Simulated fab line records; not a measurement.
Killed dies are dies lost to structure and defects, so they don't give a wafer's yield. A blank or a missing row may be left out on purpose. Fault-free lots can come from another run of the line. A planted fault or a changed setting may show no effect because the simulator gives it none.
fab line records ; flow sky130
record lots=14; wafers=42; lastDay=51
route steps=708 shown VIA3@576 CAP2M@605
lots that met no fault: from a run of the same line without faults
startH: hours from the record's first day to the start of the lot's first wafer shown ; waitH: time in hours since the lot's previous step ; " repeats the value in the row above ; L1.1+2: several wafers, shown together as one row ; - no value, or no start was given ; * or withheld: withheld ; < > ~ a bound
route shown NAME@n: names a module that has steps shown in the file, with the first one's number in the route ; usual: mean and standard deviation over wafers with no fault ; same: alike in all rows ; chamber/n: place in a boat ; sites: the reading at each site ; _std_site: the standard deviation of these ; _edge_site: outer sites' mean less inner sites' ; radiusMm: for every site, how far away it sits from the centre of the wafer ; mask NAME#n: copy n ; behind: the last tool/chamber to shape the wafer ; hold: cause of the lot's hold/its duration in hours/its outcome ; device: whichever transistor did not switch (one of n, p or np) ; end of line: tests of these same wafers at the route's end ; for a step that has no rows: nothing shown but its recipe ; killed: count of dies lost to structure and defects at first sort (not the wafer's yield) ; map: a wafer's dies, marking killed ones x, the rest . and places with no die _
set.NAME: the run value of the setting; set.NAME@STEP: its run value at that earlier step ; model.NAME: the simulator's own value behind a step, which no gauge read
one table for each step of the route and one row for each wafer, over a sample of lots
services: when a tool's chamber went out of use (startH, in hours from the record's first day, below 0 if earlier), for how many hours, and the reason
## steps
# step SKY_VIA3_BOW_MEAS_03
# recipe mode=bow
# usual VIA3_BOW=81/7.4
lot.wafer;tool;chamber;startH;waitH;VIA3_BOW[um]
L968.1;filmMetro-04;-;926.14;0.2;76
L968.3;filmMetro-04;-;926.14;0.2;93
L968.5;filmMetro-04;-;926.14;0.2;79
L963.1;filmMetro-03;-;926.44;0.1;87
L963.3;filmMetro-03;-;926.44;0.1;78
L963.5;filmMetro-03;-;926.44;0.1;83
L966.3;filmMetro-03;-;927.51;0.2;80
L966.5;filmMetro-03;-;927.51;0.2;71
L966.6;filmMetro-03;-;927.51;0.2;76
L967.4;filmMetro-02;-;928.09;0.3;83
L967.5;filmMetro-02;-;928.09;0.3;91
L967.6;filmMetro-02;-;928.09;0.3;93
L965.2;filmMetro-03;-;928.71;0.2;84
L965.5;filmMetro-03;-;928.71;0.2;80
L965.6;filmMetro-03;-;928.71;0.2;88
L969.1;filmMetro-03;-;929.02;0.1;77
L969.4;filmMetro-03;-;929.02;0.1;84
L969.6;filmMetro-03;-;929.02;0.1;78
L971.2;filmMetro-02;-;956.51;0.2;87
L971.3;filmMetro-02;-;956.51;0.2;70
L971.4;filmMetro-02;-;956.51;0.2;85
L973.4;filmMetro-02;-;963.14;0.3;81
L973.5;filmMetro-02;-;963.14;0.3;76
L973.6;filmMetro-02;-;963.14;0.3;84
L976.2;filmMetro-04;-;1066.18;0.1;86
L976.5;filmMetro-04;-;1066.18;0.1;81
L976.6;filmMetro-04;-;1066.18;0.1;77
L977.3;filmMetro-03;-;1066.38;0.2;79
L977.4;filmMetro-03;-;1066.38;0.2;84
L977.6;filmMetro-03;-;1066.38;0.2;76
L982.1;filmMetro-04;-;1066.64;0.2;79
L982.2;filmMetro-04;-;1066.64;0.2;78
L982.6;filmMetro-04;-;1066.64;0.2;79
L979.1;filmMetro-03;-;1073.55;0.1;74
L979.5;filmMetro-03;-;1073.55;0.1;76
L979.6;filmMetro-03;-;1073.55;0.1;80
L983.2;filmMetro-03;-;1074.17;0.2;81
L983.3;filmMetro-03;-;1074.17;0.2;80
L983.5;filmMetro-03;-;1074.17;0.2;88
L986.1;filmMetro-04;-;1076.25;0.1;87
L986.2;filmMetro-04;-;1076.25;0.1;75
L986.6;filmMetro-04;-;1076.25;0.1;75
# step SKY_VIA3_RS_MEAS_22
# recipe thkMeasGauge=four-point-probe; reads=W_of_VIA3_CVD_21+TiN_of_VIA3_SPUTTER_20
# usual VIA3_W_RS=0.295/0.0031
lot.wafer;tool;chamber;startH;waitH;VIA3_W_RS[ohm/sq]
L968.1;filmMetro-02;-;952.00;0.1;0.292
L968.3;filmMetro-02;-;952.00;0.1;0.292
L968.5;filmMetro-02;-;952.00;0.1;0.288
L963.1;filmMetro-04;-;952.12;0.1;0.295
L963.3;filmMetro-04;-;952.12;0.1;0.292
L963.5;filmMetro-04;-;952.12;0.1;0.296
L966.3;filmMetro-04;-;952.45;0.1;0.295
L966.5;filmMetro-04;-;952.45;0.1;0.298
L966.6;filmMetro-04;-;952.45;0.1;0.291
L967.4;filmMetro-04;-;952.96;0.1;0.296
L967.5;filmMetro-04;-;952.96;0.1;0.295
L967.6;filmMetro-04;-;952.96;0.1;0.299
L965.2;filmMetro-04;-;954.70;0.1;0.296
L965.5;filmMetro-04;-;954.70;0.1;0.294
L965.6;filmMetro-04;-;954.70;0.1;0.296
L969.1;filmMetro-04;-;955.08;0.1;0.297
L969.4;filmMetro-04;-;955.08;0.1;0.293
L969.6;filmMetro-04;-;955.08;0.1;0.296
L971.2;filmMetro-03;-;981.09;0.1;0.293
L971.3;filmMetro-03;-;981.09;0.1;0.296
L971.4;filmMetro-03;-;981.09;0.1;0.292
L973.4;filmMetro-04;-;987.87;0.1;0.294
L973.5;filmMetro-04;-;987.87;0.1;0.297
L973.6;filmMetro-04;-;987.87;0.1;0.296
L976.2;filmMetro-02;-;1089.71;0.2;0.298
L976.5;filmMetro-02;-;1089.71;0.2;0.297
L976.6;filmMetro-02;-;1089.71;0.2;0.296
L977.3;filmMetro-03;-;1089.89;0.1;0.291
L977.4;filmMetro-03;-;1089.89;0.1;0.294
L977.6;filmMetro-03;-;1089.89;0.1;0.292
L982.1;filmMetro-04;-;1090.57;0.1;0.294
L982.2;filmMetro-04;-;1090.57;0.1;0.297
L982.6;filmMetro-04;-;1090.57;0.1;0.296
L979.1;filmMetro-03;-;1097.97;0.1;0.297
L979.5;filmMetro-03;-;1097.97;0.1;0.293
L979.6;filmMetro-03;-;1097.97;0.1;0.293
L983.2;filmMetro-03;-;1098.99;0.1;0.293
L983.3;filmMetro-03;-;1098.99;0.1;0.295
L983.5;filmMetro-03;-;1098.99;0.1;0.297
L986.1;filmMetro-02;-;1101.27;0.1;0.299
L986.2;filmMetro-02;-;1101.27;0.1;0.298
L986.6;filmMetro-02;-;1101.27;0.1;0.296
# step SKY_VIA3_CMP_24
# recipe stopOn=SiO2; tOverpolishS=20; downForcePsi=3.5; platenRpm=60; targetThkNm=0; padVelocityMS=0.94248
# usual motorCurrentA=11.1/1.6; overpolishRunS=19.999/0.0093; timeToEndpointS=94/3.5
lot.wafer;tool;chamber;startH;waitH;motorCurrentA;overpolishRunS;timeToEndpointS
L968.3;cmp-01;0;952.28;0.1;9.8;20.000;101
L968.1;cmp-01;1;952.28;0.1;11.2;20.003;93
L968.5;cmp-01;3;952.28;0.1;12.4;20.002;99
L963.1;cmp-02;1;952.30;0.1;9.9;19.998;93
L963.3;cmp-02;2;952.30;0.1;13.2;20.001;96
L963.5;cmp-02;2;952.30;0.1;14.3;20.024;96
L966.3;cmp-02;2;952.70;0.1;13.5;19.999;91
L966.6;cmp-02;0;952.70;0.1;10.1;20.001;87
L966.5;cmp-02;1;952.70;0.1;10.2;20.002;89
L967.4;cmp-02;1;953.13;0.1;10.7;20.017;95
L967.6;cmp-02;0;953.13;0.1;10.3;20.003;90
L967.5;cmp-02;1;953.13;0.1;10.0;20.004;94
L965.2;cmp-01;1;955.01;0.2;10.8;19.983;94
L965.5;cmp-01;2;955.01;0.2;12.8;20.000;93
L965.6;cmp-01;3;955.01;0.2;12.9;19.988;99
L969.1;cmp-01;0;955.26;0.1;9.4;20.002;95
L969.4;cmp-01;1;955.26;0.1;10.6;20.001;92
L969.6;cmp-01;0;955.26;0.1;9.5;19.998;97
L971.4;cmp-01;0;981.30;0.1;9.9;20.003;101
L971.2;cmp-01;1;981.30;0.1;11.6;19.992;93
L971.3;cmp-01;2;981.30;0.1;11.7;19.982;91
L973.4;cmp-01;2;988.09;0.1;11.8;19.990;93
L973.6;cmp-01;0;988.09;0.1;9.9;20.013;98
L973.5;cmp-01;1;988.09;0.1;10.8;19.996;95
L976.2;cmp-01;0;1089.92;0.1;9.9;20.017;97
L976.5;cmp-01;3;1089.92;0.1;12.1;19.994;96
L976.6;cmp-01;0;1089.92;0.1;9.5;20.002;98
L977.4;cmp-02;2;1090.03;0.0;13.3;19.996;95
L977.3;cmp-02;3;1090.03;0.0;8.9;20.003;101
L977.6;cmp-02;2;1090.03;0.0;13.4;20.008;100
L982.2;cmp-02;2;1090.75;0.0;14.1;19.995;97
L982.1;cmp-02;3;1090.75;0.0;8.7;20.016;94
L982.6;cmp-02;3;1090.75;0.0;9.2;20.001;95
L979.1;cmp-02;0;1098.25;0.1;10.2;20.014;86
L979.5;cmp-02;2;1098.25;0.1;14.5;19.997;94
L979.6;cmp-02;3;1098.25;0.1;8.4;19.997;94
L983.2;cmp-01;2;1099.15;0.0;12.0;19.990;95
L983.3;cmp-01;3;1099.15;0.0;12.3;20.007;103
L983.5;cmp-01;3;1099.15;0.0;12.7;20.010;97
L986.2;cmp-01;2;1101.45;0.0;11.7;19.987;85
L986.1;cmp-01;0;1101.45;0.0;9.3;19.991;96
L986.6;cmp-01;3;1101.45;0.0;12.8;20.002;95
# step SKY_CAP2M_SPUTTER_02
# recipe material=TiN; targetThkNm=200; tempC=300; powerW=6500; timeS=166.7; chamberPressurePa=0.4
# usual cathodeDcPowerW=6500.0/1.2; chamberPressurePa=0.4000/0.00085; throttleValvePct=29.8/1.1
lot.wafer;tool;chamber;startH;waitH;cathodeDcPowerW;chamberPressurePa;throttleValvePct
L968.1;pvdSputter-02;-;952.71;0.1;6501.1;0.4006;30.5
L968.3;pvdSputter-02;-;952.71;0.1;6500.6;0.3995;31.5
L968.5;pvdSputter-02;-;952.71;0.1;6499.4;0.3997;30.8
L963.1;pvdSputter-01;-;952.84;0.1;6498.6;0.3991;29.2
L963.3;pvdSputter-01;-;952.84;0.1;6500.7;0.3999;29.6
L963.5;pvdSputter-01;-;952.84;0.1;6500.8;0.4006;30.9
L966.3;pvdSputter-02;-;953.14;0.0;6502.1;0.4000;29.1
L966.5;pvdSputter-02;-;953.14;0.0;6499.8;0.3982;30.6
L966.6;pvdSputter-02;-;953.14;0.0;6499.1;0.4002;31.3
L967.4;pvdSputter-02;-;953.62;0.0;6500.0;0.4006;31.4
L967.5;pvdSputter-02;-;953.62;0.0;6498.6;0.4007;31.5
L967.6;pvdSputter-02;-;953.62;0.0;6499.4;0.3997;29.0
L965.2;pvdSputter-03;-;955.41;0.0;6500.1;0.3999;27.4
L965.5;pvdSputter-03;-;955.41;0.0;6500.0;0.3984;28.8
L965.6;pvdSputter-03;-;955.41;0.0;6499.6;0.4005;27.1
L969.1;pvdSputter-03;-;955.80;0.1;6500.5;0.3998;27.3
L969.4;pvdSputter-03;-;955.80;0.1;6500.6;0.3974;30.0
L969.6;pvdSputter-03;-;955.80;0.1;6500.5;0.4007;28.8
L971.2;pvdSputter-03;-;981.78;0.0;6501.2;0.3996;28.8
L971.3;pvdSputter-03;-;981.78;0.0;6499.6;0.4000;27.5
L971.4;pvdSputter-03;-;981.78;0.0;6501.0;0.4008;30.0
L973.4;pvdSputter-02;-;988.53;0.0;6499.6;0.3993;29.9
L973.5;pvdSputter-02;-;988.53;0.0;6501.3;0.3993;29.6
L973.6;pvdSputter-02;-;988.53;0.0;6502.3;0.3991;30.7
L976.2;pvdSputter-02;-;1090.40;0.0;6498.8;0.4008;29.9
L976.5;pvdSputter-02;-;1090.40;0.0;6497.9;0.4004;30.0
L976.6;pvdSputter-02;-;1090.40;0.0;6500.0;0.4001;30.7
L977.3;pvdSputter-03;-;1090.56;0.0;6499.5;0.4006;27.7
L977.4;pvdSputter-03;-;1090.56;0.0;6503.0;0.4008;30.0
L977.6;pvdSputter-03;-;1090.56;0.0;6500.5;0.3998;27.5
L982.1;pvdSputter-02;-;1091.29;0.1;6500.6;0.3994;29.1
L982.2;pvdSputter-02;-;1091.29;0.1;6498.2;0.3987;31.4
L982.6;pvdSputter-02;-;1091.29;0.1;6499.6;0.3984;31.3
L979.1;pvdSputter-03;-;1098.70;0.1;-;-;-
L979.5;pvdSputter-03;-;1098.70;0.1;-;-;-
L979.6;pvdSputter-03;-;1098.70;0.1;-;-;-
L983.2;pvdSputter-01;-;1099.69;0.0;-;-;-
L983.3;pvdSputter-01;-;1099.69;0.0;-;-;-
L983.5;pvdSputter-01;-;1099.69;0.0;-;-;-
L986.1;pvdSputter-01;-;1101.98;0.1;6498.8;0.4000;29.1
L986.2;pvdSputter-01;-;1101.98;0.1;6499.9;0.3995;31.0
L986.6;pvdSputter-01;-;1101.98;0.1;6500.3;0.3994;29.1
# step SKY_CAP2M_RS_MEAS_03
# recipe thkMeasGauge=four-point-probe; reads=TiN_of_CAP2M_SPUTTER_02
# usual CAP2M_TIN_RS=6.90/0.078
lot.wafer;tool;chamber;startH;waitH;CAP2M_TIN_RS[ohm/sq]
L968.1;filmMetro-03;-;952.82;0.1;6.93
L968.3;filmMetro-03;-;952.82;0.1;6.92
L968.5;filmMetro-03;-;952.82;0.1;7.00
L963.1;filmMetro-01;-;952.95;0.1;6.94
L963.3;filmMetro-01;-;952.95;0.1;6.82
L963.5;filmMetro-01;-;952.95;0.1;6.74
L966.3;filmMetro-03;-;953.29;0.1;7.00
L966.5;filmMetro-03;-;953.29;0.1;6.89
L966.6;filmMetro-03;-;953.29;0.1;6.86
L967.4;filmMetro-03;-;953.79;0.1;6.93
L967.5;filmMetro-03;-;953.79;0.1;6.91
L967.6;filmMetro-03;-;953.79;0.1;6.99
L965.2;filmMetro-02;-;955.53;0.1;6.93
L965.5;filmMetro-02;-;955.53;0.1;6.90
L965.6;filmMetro-02;-;955.53;0.1;6.96
L969.1;filmMetro-02;-;955.90;0.1;6.86
L969.4;filmMetro-02;-;955.90;0.1;6.85
L969.6;filmMetro-02;-;955.90;0.1;6.84
L971.2;filmMetro-02;-;981.91;0.1;6.86
L971.3;filmMetro-02;-;981.91;0.1;6.88
L971.4;filmMetro-02;-;981.91;0.1;6.86
L973.4;filmMetro-01;-;988.70;0.1;6.96
L973.5;filmMetro-01;-;988.70;0.1;6.97
L973.6;filmMetro-01;-;988.70;0.1;6.94
L976.2;filmMetro-02;-;1090.53;0.1;6.92
L976.5;filmMetro-02;-;1090.53;0.1;6.91
L976.6;filmMetro-02;-;1090.53;0.1;6.91
L977.3;filmMetro-01;-;1090.71;0.1;6.87
L977.4;filmMetro-01;-;1090.71;0.1;6.88
L977.6;filmMetro-01;-;1090.71;0.1;6.95
L982.1;filmMetro-01;-;1091.40;0.1;7.00
L982.2;filmMetro-01;-;1091.40;0.1;7.01
L982.6;filmMetro-01;-;1091.40;0.1;6.99
L979.1;filmMetro-02;-;1098.81;0.1;-
L979.5;filmMetro-02;-;1098.81;0.1;-
L979.6;filmMetro-02;-;1098.81;0.1;-
L983.2;filmMetro-03;-;1099.82;0.1;-
L983.3;filmMetro-03;-;1099.82;0.1;-
L983.5;filmMetro-03;-;1099.82;0.1;-
L986.1;filmMetro-03;-;1102.09;0.1;6.87
L986.2;filmMetro-03;-;1102.09;0.1;6.84
L986.6;filmMetro-03;-;1102.09;0.1;6.84
# step SKY_CAP2M_THK_MEAS_04
# recipe thkMeasGauge=xrf; reads=TiN_of_CAP2M_SPUTTER_02
# usual CAP2M_TIN_THK=201.8/2.3
lot.wafer;tool;chamber;startH;waitH;CAP2M_TIN_THK[nm]
L968.1;filmMetro-03;-;952.94;0.1;200.2
L968.3;filmMetro-03;-;952.94;0.1;200.2
L968.5;filmMetro-03;-;952.94;0.1;199.1
L963.1;filmMetro-01;-;953.07;0.1;200.8
L963.3;filmMetro-01;-;953.07;0.1;203.9
L963.5;filmMetro-01;-;953.07;0.1;205.4
L966.3;filmMetro-03;-;953.39;0.1;198.4
L966.5;filmMetro-03;-;953.39;0.1;202.4
L966.6;filmMetro-03;-;953.39;0.1;203.0
L967.4;filmMetro-03;-;953.88;0.1;200.8
L967.5;filmMetro-03;-;953.88;0.1;202.0
L967.6;filmMetro-03;-;953.88;0.1;199.1
L965.2;filmMetro-02;-;955.64;0.1;200.0
L965.5;filmMetro-02;-;955.64;0.1;200.0
L965.6;filmMetro-02;-;955.64;0.1;198.5
L969.1;filmMetro-02;-;956.02;0.1;200.7
L969.4;filmMetro-02;-;956.02;0.1;202.5
L969.6;filmMetro-02;-;956.02;0.1;202.6
L971.2;filmMetro-02;-;982.02;0.1;201.2
L971.3;filmMetro-02;-;982.02;0.1;201.3
L971.4;filmMetro-02;-;982.02;0.1;202.1
L973.4;filmMetro-01;-;988.79;0.1;201.4
L973.5;filmMetro-01;-;988.79;0.1;201.5
L973.6;filmMetro-01;-;988.79;0.1;201.4
L976.2;filmMetro-02;-;1090.64;0.1;201.1
L976.5;filmMetro-02;-;1090.64;0.1;201.9
L976.6;filmMetro-02;-;1090.64;0.1;201.3
L977.3;filmMetro-01;-;1090.81;0.1;203.0
L977.4;filmMetro-01;-;1090.81;0.1;202.5
L977.6;filmMetro-01;-;1090.81;0.1;200.9
L982.1;filmMetro-01;-;1091.52;0.1;199.1
L982.2;filmMetro-01;-;1091.52;0.1;198.6
L982.6;filmMetro-01;-;1091.52;0.1;198.9
L979.1;filmMetro-02;-;1098.93;0.1;<0.0
L979.5;filmMetro-02;-;1098.93;0.1;<0.0
L979.6;filmMetro-02;-;1098.93;0.1;<0.0
L983.2;filmMetro-03;-;1099.93;0.1;<0.0
L983.3;filmMetro-03;-;1099.93;0.1;<0.0
L983.5;filmMetro-03;-;1099.93;0.1;<0.0
L986.1;filmMetro-03;-;1102.21;0.1;203.7
L986.2;filmMetro-03;-;1102.21;0.1;203.7
L986.6;filmMetro-03;-;1102.21;0.1;203.6
# step SKY_CAP2M_METAL_ETCH_13
# recipe targetDepthNm=220; stopOn=SiO2; chemistry=Cl2/BCl3; target=TiN; pressureMtorr=10; icpW=900; biasW=48.5; Cl2_flow_sccm=60; bcl3FlowSccm=30; timeS=62.9
# usual chamberPressureMTorr=10.000/0.0093; drypumpMotorCurrentA=5.9/0.51; oesProductAu=0.942/0.0074; throttleValvePct=21.900/0.01
lot.wafer;tool;chamber;startH;waitH;chamberPressureMTorr;drypumpMotorCurrentA;oesProductAu;rfHoursCounterH;throttleValvePct
L968.1;rieMetal-04;1;976.47;0.0;9.991;6.2;0.940;8;21.895
L968.3;rieMetal-04;0;976.47;0.0;9.990;4.6;0.937;-;21.905
L968.5;rieMetal-04;0;976.47;0.0;10.007;4.6;0.935;-;21.916
L963.1;rieMetal-01;1;976.77;0.0;10.007;5.7;0.944;2;21.897
L963.3;rieMetal-01;0;976.77;0.0;10.008;6.3;0.949;-;21.902
L963.5;rieMetal-01;0;976.77;0.0;9.990;6.2;0.950;-;21.902
L966.3;rieMetal-04;1;976.80;0.0;9.997;6.2;0.932;-;21.897
L966.5;rieMetal-04;0;976.80;0.0;9.997;4.6;0.941;-;21.895
L966.6;rieMetal-04;1;976.80;0.0;10.014;6.2;0.946;-;21.914
L967.4;rieMetal-01;1;977.59;0.0;9.984;5.8;0.946;-;21.900
L967.5;rieMetal-01;0;977.59;0.0;9.993;6.3;0.944;-;21.880
L967.6;rieMetal-01;1;977.59;0.0;10.009;5.8;0.935;-;21.894
L965.2;rieMetal-01;0;979.27;0.0;9.998;6.3;0.942;10;21.908
L965.5;rieMetal-01;1;979.27;0.0;9.996;5.8;0.944;-;21.889
L965.6;rieMetal-01;0;979.27;0.0;10.003;6.3;0.943;-;21.911
L969.1;rieMetal-04;1;979.57;0.0;10.001;6.2;0.939;8;21.897
L969.4;rieMetal-04;1;979.57;0.0;10.005;6.2;0.946;-;21.898
L969.6;rieMetal-04;0;979.57;0.0;9.998;4.6;0.950;-;21.901
L971.2;rieMetal-03;0;1005.37;0.0;9.987;6.0;0.943;2;21.909
L971.3;rieMetal-03;1;1005.37;0.0;9.989;6.0;0.945;-;21.902
L971.4;rieMetal-03;0;1005.37;0.0;10.013;5.9;0.949;-;21.900
L973.4;rieMetal-03;1;1010.65;0.0;9.984;6.0;0.938;-;21.889
L973.5;rieMetal-03;1;1010.65;0.0;10.008;6.0;0.932;-;21.913
L973.6;rieMetal-03;0;1010.65;0.0;9.989;5.9;0.939;-;21.922
L976.2;rieMetal-04;0;1109.97;0.0;9.988;4.6;0.938;10;21.893
L976.5;rieMetal-04;1;1109.97;0.0;9.995;6.2;0.942;-;21.887
L976.6;rieMetal-04;0;1109.97;0.0;10.014;4.6;0.944;-;21.894
L977.3;rieMetal-01;0;1110.40;0.0;10.006;6.3;0.941;-;21.888
L977.4;rieMetal-01;1;1110.40;0.0;9.999;5.7;0.940;-;21.920
L977.6;rieMetal-01;1;1110.40;0.0;10.002;5.8;0.947;-;21.899
L982.1;rieMetal-03;0;1110.67;0.0;9.983;5.9;0.937;9;21.920
L982.2;rieMetal-03;1;1110.67;0.0;10.011;6.0;0.929;23;21.910
L982.6;rieMetal-03;0;1110.67;0.0;9.977;5.9;0.934;-;21.905
L979.1;rieMetal-03;0;1117.37;0.0;10.006;6.0;0.370;9;22.265
L979.5;rieMetal-03;1;1117.37;0.0;10.009;6.0;0.375;-;22.261
L979.6;rieMetal-03;0;1117.37;0.0;10.001;5.9;0.373;-;22.254
L983.2;rieMetal-01;0;1118.15;0.0;9.994;6.3;0.370;-;22.254
L983.3;rieMetal-01;0;1118.15;0.0;10.004;6.2;0.370;-;22.249
L983.5;rieMetal-01;0;1118.15;0.0;10.008;6.3;0.375;-;22.272
L986.1;rieMetal-03;1;1120.72;0.0;9.994;6.0;0.948;23;21.901
L986.2;rieMetal-03;0;1120.72;0.0;9.986;5.9;0.946;9;21.919
L986.6;rieMetal-03;1;1120.72;0.0;9.999;6.0;0.943;-;21.908
## services
tool;chamber;startH;hours;kind
cmp-01;-;937.20;6.7;repair
cmp-02;-;943.92;3.6;pm
pvdSputter-03;2;951.53;-;consumableReplace:kit
pvdSputter-03;2;951.53;18.0;scheduledDown
pvdSputter-03;2;951.53;18.0;ventCycle
pvdSputter-02;1;1001.83;-;consumableReplace:kit
pvdSputter-02;1;1001.83;18.0;scheduledDown
pvdSputter-02;1;1001.83;18.0;ventCycle
pvdSputter-01;-;1009.04;2.4;repair
rieMetal-01;-;1013.48;0.5;repair
rieMetal-03;-;1015.16;1.4;pm
cmp-01;-;1051.17;1.5;repair
cmp-01;-;1062.67;1.7;repair
rieMetal-04;0;1062.89;6.8;repair
cmp-01;-;1072.69;5.3;pm
cmp-02;-;1084.00;4.0;pm
cmp-02;-;1088.00;-;consumableReplace:conditioner
cmp-02;-;1088.00;-;consumableReplace:pad
cmp-01;-;1092.75;5.9;pm
pvdSputter-02;-;1098.43;5.1;repair
pvdSputter-03;1;1100.34;-;consumableReplace:kit
pvdSputter-03;1;1100.34;18.0;scheduledDown
cmp-02;-;1109.85;4.8;pm
rieMetal-01;1;1113.66;22.3;repair
## key
firstSign step=SKY_CAP2M_SPUTTER_02; reading=toolRecord; direction=missing
effect step=SKY_CAP2M_RS_MEAS_03; reading=CAP2M_TIN_RS; direction=missing
effect step=SKY_CAP2M_THK_MEAS_04; reading=CAP2M_TIN_THK; direction=down; sigmas=89; usual=201.8; struck=<0.0
effect step=SKY_CAP2M_METAL_ETCH_13; reading=oesProductAu; direction=down; sigmas=76; usual=0.942; struck=0.372
metAt SKY_CAP2M_SPUTTER_02
struckLots L979,L983
laterRowsLeftOut L979.1,L979.5,L979.6,L983.2,L983.3,L983.5
sortLeftOut L979.1,L979.5,L979.6,L983.2,L983.3,L983.5
notActingAt SKY_VIA3_BOW_MEAS_03,SKY_VIA3_RS_MEAS_22,SKY_VIA3_CMP_24
onsetBetween 1090.56 1098.70
fault kind=skippedStepWhole; tool=pvdSputter-01,pvdSputter-03; chamber=-; onsetH=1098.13; steps=SKY_CAP2M_SPUTTER_02; scope=struckLotsOnly
# sortLeftOut: the simulated sort isn't trusted on such a fault, so these wafers' sort isn't shown, and their yield isn't known
# laterRowsLeftOut: the simulator's readings of these wafers behind a module that went badly wrong aren't trusted and aren't shown, but for the sort
